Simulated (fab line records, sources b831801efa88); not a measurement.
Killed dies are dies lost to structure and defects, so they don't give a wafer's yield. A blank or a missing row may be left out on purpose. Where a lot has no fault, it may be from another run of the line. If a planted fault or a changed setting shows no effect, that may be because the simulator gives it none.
Code-filled problem report in 8D (eight disciplines) form + flow gf180mcu + the parts of the form that need people (team, actions taken, sign-off) are left out

== 1. THE ISSUE ==
NSD_RS at GF_PSD_RS_MEAS_14 reads a mean of 46.69 ohm/sq on 2 wafers of 2 lots; wafers without a fault read 46.14 ohm/sq with a standard deviation of 0.076. That is +7.2 standard deviations from the usual mean.
The step: measures by four-point-probe.
First observed at day 21 20:59: wafer L767.4, on film metro-04. Wafers with a number at this step in the record: 36, from 12 lots. Rule for "out" (also "out of limits"): further than 4 standard deviations from the usual mean. The other wafers with a number count as sound.

== 2. WHAT IT IS, WHAT IT ISN'T ==
| question                    | is                           | is not                                                                    |
|-----------------------------|------------------------------|---------------------------------------------------------------------------|
| which readings at this step | NSD_RS                       | -                                                                         |
| which lots                  | L767, L768                   | L748, L749, L750, L751, L752, L754, L755, L757, L758, L769                |
| which wafers of those lots  | L767.4, L768.4               | L767.2, L767.6, L768.2, L768.6                                            |
| read on which gauges        | film metro-02, film metro-04 | film metro-03                                                             |
| when                        | from day 21 20:59            | up to then (29 sound wafers); but 5 sound wafers of L768, L769 came after |

== 3. SUSPECTS, AND WHAT RULES EACH OUT ==
Counting: a tool at a process step up to the reading stays a suspect if it ran every lot that is out. Sound lots after the first of them don't rule it out here, since some wafers of a struck lot are sound.
- the gauge at GF_PSD_RS_MEAS_14 has been ruled out. Those wafers that are out were read across 2 gauges (film metro-02, film metro-04).
- implanter-01 at GF_NSD_IMPLANT_09: kept. Ran every lot that is out, first one L767 (day 20 20:17); last sound lot up to then L755 (day 16 22:08).
- plasma asher-01 at GF_NSD_STRIP_11 (strips in O2/N2): kept. Ran every lot that is out, first one L767 (day 20 20:34); last sound lot up to then L755 (day 16 22:25). On those wafers its own readings are out: strip time to endpoint s.
The count leaves plasma asher-01 at GF_NSD_STRIP_11 and implanter-01 at GF_NSD_IMPLANT_09.

== 4. THE CAUSE (what the simulator had put in) ==
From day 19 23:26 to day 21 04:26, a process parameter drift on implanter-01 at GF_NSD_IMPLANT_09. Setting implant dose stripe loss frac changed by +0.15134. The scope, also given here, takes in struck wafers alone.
2 suspects survive the count, and this tool is in that group.

== 5. THE CHAIN OF EFFECTS, in route order ==
One row per reading whose mean, taken over the struck wafers that have a number, lies over 3 standard deviations from the usual. Readings are gone through only where the record gives a usual standard deviation; hours: the median, over the lots, of the time from a lot's start at the first step in this table giving one to that lot's start at this step; sigmas: the change measured in usual standard deviations.
| hours | step              | reading                  | usual        | on struck wafers | change | sigmas |
|-------|-------------------|--------------------------|--------------|------------------|--------|--------|
| 0     | GF_NSD_STRIP_11   | strip time to endpoint s | 22.97 s      | 22.55            | -0.42  | -13    |
| 24    | GF_PSD_RS_MEAS_14 | NSD_RS                   | 46.14 ohm/sq | 46.69            | +0.55  | +7.2   |
Process steps it contains:
- GF_NSD_STRIP_11: strips in O2/N2.

== 6. WHAT WOULD HAVE CAUGHT IT SOONER ==
In this record the first reading out of limits at a measuring or inspecting step was taken at day 21 20:59, 46 hours after the fault began at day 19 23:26.
All the lots that are out (2) had begun GF_NSD_IMPLANT_09 on implanter-01 by day 21 20:59. None of them would have been spared by holding the tool at that moment.
